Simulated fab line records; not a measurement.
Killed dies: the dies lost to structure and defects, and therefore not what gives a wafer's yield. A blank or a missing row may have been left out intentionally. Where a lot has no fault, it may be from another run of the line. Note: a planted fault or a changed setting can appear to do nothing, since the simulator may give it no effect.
What tool caused it? || flow gf180mcu || 12 lots with 36 wafers sampled at 4 steps, on a route of 602 steps

== WHAT EACH GAUGE READ, for each wafer ==
GF_HV_LDD_CD_MEAS_46: target cd 400 nm.
{"lot": "L650", "measured": "day 12 09:24", "on": "cd_sem-01", "cd_nm (nm)": "400.7 398.1 399.1"}
{"lot": "L651", "measured": "day 12 14:40", "on": "cd_sem-02", "cd_nm (nm)": "401.4 404.3 403.4"}
{"lot": "L652", "measured": "day 13 02:55", "on": "cd_sem-01", "cd_nm (nm)": "400.2 397.9 398.7"}
{"lot": "L654", "measured": "day 13 16:06", "on": "cd_sem-02", "cd_nm (nm)": "402.8 400.8 399.7"}
{"lot": "L655", "measured": "day 14 01:48", "on": "cd_sem-02", "cd_nm (nm)": "400.6 403.3 402.8"}
{"lot": "L656", "measured": "day 14 04:01", "on": "cd_sem-02", "cd_nm (nm)": "400.0 399.1 401.3"}
{"lot": "L657", "measured": "day 14 19:41", "on": "cd_sem-02", "cd_nm (nm)": "396.7 394.9 395.8"}
{"lot": "L659", "measured": "day 15 05:25", "on": "cd_sem-02", "cd_nm (nm)": "400.6 398.0 400.9"}
{"lot": "L665", "measured": "day 17 09:31", "on": "cd_sem-01", "cd_nm (nm)": "384.3 383.9 386.9"}
{"lot": "L667", "measured": "day 18 01:34", "on": "cd_sem-02", "cd_nm (nm)": "380.2 379.6 378.7"}
{"lot": "L670", "measured": "day 19 03:38", "on": "cd_sem-02", "cd_nm (nm)": "401.5 402.5 399.1"}
{"lot": "L673", "measured": "day 20 10:01", "on": "cd_sem-01", "cd_nm (nm)": "397.2 395.0 394.9"}

GF_NSD_OVL_MEAS_08.
{"lot": "L650", "measured": "day 13 08:26", "on": "overlay-02", "NSD_OVL (nm)": "0.5 1.9 0.8"}
{"lot": "L651", "measured": "day 13 14:06", "on": "overlay-01", "NSD_OVL (nm)": "-0.8 0.7 1.3"}
{"lot": "L652", "measured": "day 14 03:17", "on": "overlay-01", "NSD_OVL (nm)": "-0.5 0.5 0.6"}
{"lot": "L654", "measured": "day 14 16:31", "on": "overlay-01", "NSD_OVL (nm)": "-3.3 -1.7 -3.2"}
{"lot": "L655", "measured": "day 15 02:17", "on": "overlay-01", "NSD_OVL (nm)": "-0.4 1.9 0.7"}
{"lot": "L656", "measured": "day 15 04:44", "on": "overlay-01", "NSD_OVL (nm)": "0.9 0.9 0.5"}
{"lot": "L657", "measured": "day 15 21:28", "on": "overlay-02", "NSD_OVL (nm)": "3.0 3.2 3.6"}
{"lot": "L659", "measured": "day 16 06:24", "on": "overlay-02", "NSD_OVL (nm)": "-1.9 -2.0 -0.7"}
{"lot": "L665", "measured": "day 18 12:20", "on": "overlay-02", "NSD_OVL (nm)": "-0.7 -1.4 -0.9"}
{"lot": "L667", "measured": "day 19 04:47", "on": "overlay-02", "NSD_OVL (nm)": "2.2 1.9 3.7"}
{"lot": "L670", "measured": "day 20 07:52", "on": "overlay-02", "NSD_OVL (nm)": "0.7 1.0 -0.4"}
{"lot": "L673", "measured": "day 21 14:10", "on": "overlay-02", "NSD_OVL (nm)": "-0.1 -0.9 -1.0"}

== WHAT TOOL EACH LOT RAN ON (gives the tool, then ch and the chambers of the sampled wafers, and finally the start) ==
{"lot": "L650", "GF_VT_IMPLANT_STRIP_20": "plasma_asher-01 ch 0,1, day 6 06:28", "GF_HV_LDD_EXPOSE_43": "iline_stepper-01 ch 0, day 11 23:57"}
{"lot": "L651", "GF_VT_IMPLANT_STRIP_20": "plasma_asher-01 ch 0,1, day 6 10:25", "GF_HV_LDD_EXPOSE_43": "iline_stepper-02 ch 0, day 12 05:32"}
{"lot": "L652", "GF_VT_IMPLANT_STRIP_20": "plasma_asher-02 ch 0,1, day 6 20:46", "GF_HV_LDD_EXPOSE_43": "iline_stepper-01 ch 0, day 12 17:15"}
{"lot": "L654", "GF_VT_IMPLANT_STRIP_20": "plasma_asher-03 ch 0,1, day 7 08:00", "GF_HV_LDD_EXPOSE_43": "iline_stepper-01 ch 0, day 13 06:22"}
{"lot": "L655", "GF_VT_IMPLANT_STRIP_20": "plasma_asher-02 ch 0,1, day 7 14:30", "GF_HV_LDD_EXPOSE_43": "iline_stepper-02 ch 0, day 13 15:31"}
{"lot": "L656", "GF_VT_IMPLANT_STRIP_20": "plasma_asher-01 ch 0,1, day 7 17:22", "GF_HV_LDD_EXPOSE_43": "iline_stepper-02 ch 0, day 13 17:57"}
{"lot": "L657", "GF_VT_IMPLANT_STRIP_20": "plasma_asher-02 ch 0,1, day 8 03:08", "GF_HV_LDD_EXPOSE_43": "iline_stepper-01 ch 0, day 14 09:40"}
{"lot": "L659", "GF_VT_IMPLANT_STRIP_20": "plasma_asher-03 ch 0, day 8 14:28", "GF_HV_LDD_EXPOSE_43": "iline_stepper-01 ch 0, day 14 18:37"}
{"lot": "L665", "GF_VT_IMPLANT_STRIP_20": "plasma_asher-03 ch 0,1, day 10 06:51", "GF_HV_LDD_EXPOSE_43": "iline_stepper-01 ch 0, day 16 22:43"}
{"lot": "L667", "GF_VT_IMPLANT_STRIP_20": "plasma_asher-02 ch 0,1, day 10 17:27", "GF_HV_LDD_EXPOSE_43": "iline_stepper-01 ch 0, day 17 13:23"}
{"lot": "L670", "GF_VT_IMPLANT_STRIP_20": "plasma_asher-03 ch 0,1, day 11 15:01", "GF_HV_LDD_EXPOSE_43": "iline_stepper-02 ch 0, day 18 15:53"}
{"lot": "L673", "GF_VT_IMPLANT_STRIP_20": "plasma_asher-03 ch 0,1, day 12 14:39", "GF_HV_LDD_EXPOSE_43": "iline_stepper-02 ch 0, day 19 21:48"}
- GF_VT_IMPLANT_STRIP_20: strips in O2/N2.
- GF_HV_LDD_EXPOSE_43: exposes mask Pplus HV AREA, target cd 400 nm.

== WHAT THE TOOLS THEMSELVES READ (means of the sampled wafers that have a number; where no wafer has one, the mark that the record gives instead) ==
GF_VT_IMPLANT_STRIP_20.
{"lot": "L650", "tool": "plasma_asher-01", "drypump_motor_current_A (A)": 6.1, "heater_power_w (W)": 319, "oes_product_au (a.u.)": 0.712, "strip_time_to_endpoint_s (s)": 12.61}
{"lot": "L651", "tool": "plasma_asher-01", "drypump_motor_current_A (A)": 6.1, "heater_power_w (W)": 320, "oes_product_au (a.u.)": 0.719, "strip_time_to_endpoint_s (s)": 12.63}
{"lot": "L652", "tool": "plasma_asher-02", "drypump_motor_current_A (A)": 5.0, "heater_power_w (W)": 311, "oes_product_au (a.u.)": 0.715, "strip_time_to_endpoint_s (s)": 12.65}
{"lot": "L654", "tool": "plasma_asher-03", "drypump_motor_current_A (A)": 6.3, "heater_power_w (W)": 285, "oes_product_au (a.u.)": 0.716, "strip_time_to_endpoint_s (s)": 12.63}
{"lot": "L655", "tool": "plasma_asher-02", "drypump_motor_current_A (A)": 5.0, "heater_power_w (W)": 310, "oes_product_au (a.u.)": 0.717, "strip_time_to_endpoint_s (s)": 12.71}
{"lot": "L656", "tool": "plasma_asher-01", "drypump_motor_current_A (A)": 6.1, "heater_power_w (W)": 320, "oes_product_au (a.u.)": 0.713, "strip_time_to_endpoint_s (s)": 12.60}
{"lot": "L657", "tool": "plasma_asher-02", "drypump_motor_current_A (A)": 5.1, "heater_power_w (W)": 295, "oes_product_au (a.u.)": 0.715, "strip_time_to_endpoint_s (s)": 12.56}
{"lot": "L659", "tool": "plasma_asher-03", "drypump_motor_current_A (A)": 6.4, "heater_power_w (W)": 277, "oes_product_au (a.u.)": 0.719, "strip_time_to_endpoint_s (s)": 12.58}
{"lot": "L665", "tool": "plasma_asher-03", "drypump_motor_current_A (A)": 6.3, "heater_power_w (W)": 285, "oes_product_au (a.u.)": 0.716, "strip_time_to_endpoint_s (s)": 12.65}
{"lot": "L667", "tool": "plasma_asher-02", "drypump_motor_current_A (A)": 5.1, "heater_power_w (W)": 306, "oes_product_au (a.u.)": 0.723, "strip_time_to_endpoint_s (s)": 12.66}
{"lot": "L670", "tool": "plasma_asher-03", "drypump_motor_current_A (A)": 6.1, "heater_power_w (W)": 297, "oes_product_au (a.u.)": 0.715, "strip_time_to_endpoint_s (s)": 12.65}
{"lot": "L673", "tool": "plasma_asher-03", "drypump_motor_current_A (A)": 6.1, "heater_power_w (W)": 294, "oes_product_au (a.u.)": 0.715, "strip_time_to_endpoint_s (s)": 12.63}

GF_HV_LDD_EXPOSE_43.
{"lot": "L650", "tool": "iline_stepper-01", "exposure_dose_mJ_cm2": 139.72}
{"lot": "L651", "tool": "iline_stepper-02", "exposure_dose_mJ_cm2": 140.06}
{"lot": "L652", "tool": "iline_stepper-01", "exposure_dose_mJ_cm2": 140.02}
{"lot": "L654", "tool": "iline_stepper-01", "exposure_dose_mJ_cm2": 140.06}
{"lot": "L655", "tool": "iline_stepper-02", "exposure_dose_mJ_cm2": 140.04}
{"lot": "L656", "tool": "iline_stepper-02", "exposure_dose_mJ_cm2": 139.89}
{"lot": "L657", "tool": "iline_stepper-01", "exposure_dose_mJ_cm2": 139.90}
{"lot": "L659", "tool": "iline_stepper-01", "exposure_dose_mJ_cm2": 140.29}
{"lot": "L665", "tool": "iline_stepper-01", "exposure_dose_mJ_cm2": 131.66}
{"lot": "L667", "tool": "iline_stepper-01", "exposure_dose_mJ_cm2": 132.00}
{"lot": "L670", "tool": "iline_stepper-02", "exposure_dose_mJ_cm2": 140.17}
{"lot": "L673", "tool": "iline_stepper-02", "exposure_dose_mJ_cm2": 139.91}

== THE ANSWER, worked out from the rows above alone ==
Rule: usual is defined by the lots themselves. The widest of any qualifying gaps counts: lots, ordered by their means at a reading, are off when they make up no more than a third of the lots, leave a main group of 4 or more, and stand apart from it by 3 or more times the standard deviation of that group's means. The tables above print the reading to a certain number of digits; a main group whose means all agree to those digits is not used. A lot without any number at a reading at which 4 lots or more have one is off too. All remaining lots with rows at the step are treated as sound. Order of review: gauges by route order, followed by the tools' own readings, for which a lot's mean as printed above is used. The first step at which some lot is off is used, and at that step the reading that is off furthest; a lot without a number counts as furthest.
Off, at GF_HV_LDD_CD_MEAS_46 on cd_nm: L665, L667. The main group has a mean of 399.7 nm with a standard deviation of 2.3.
A tool fits if, at a process step before that reading, it ran every lot that is off, and no sound lot after the first of them. The gauges at GF_HV_LDD_CD_MEAS_46 aren't tried: what is off there is off at GF_HV_LDD_EXPOSE_43 too, on other tools, and a gauge's error can't cause that. One fits: GF_HV_LDD_EXPOSE_43 on iline_stepper-01. A fault onset in the window from L659 (day 14 18:37, its last sound lot) to L665 (day 16 22:43, its first lot off) fits.
On the lots that are off, the tool's own readings at GF_HV_LDD_EXPOSE_43 differ by more than 5 times the standard deviation of the sound lots' means, which bears it out; exposure_dose_mJ_cm2 reads 131.83 there versus 140.01 on the sound lots.

== WHAT WAS PUT IN BY THE SIMULATOR ==
Process parameter drift: iline_stepper-01, from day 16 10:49 on, at GF_HV_LDD_EXPOSE_43. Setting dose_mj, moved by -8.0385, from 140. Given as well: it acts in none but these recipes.
Lots struck among those shown: L665, L667. This agrees with what the rule above found.
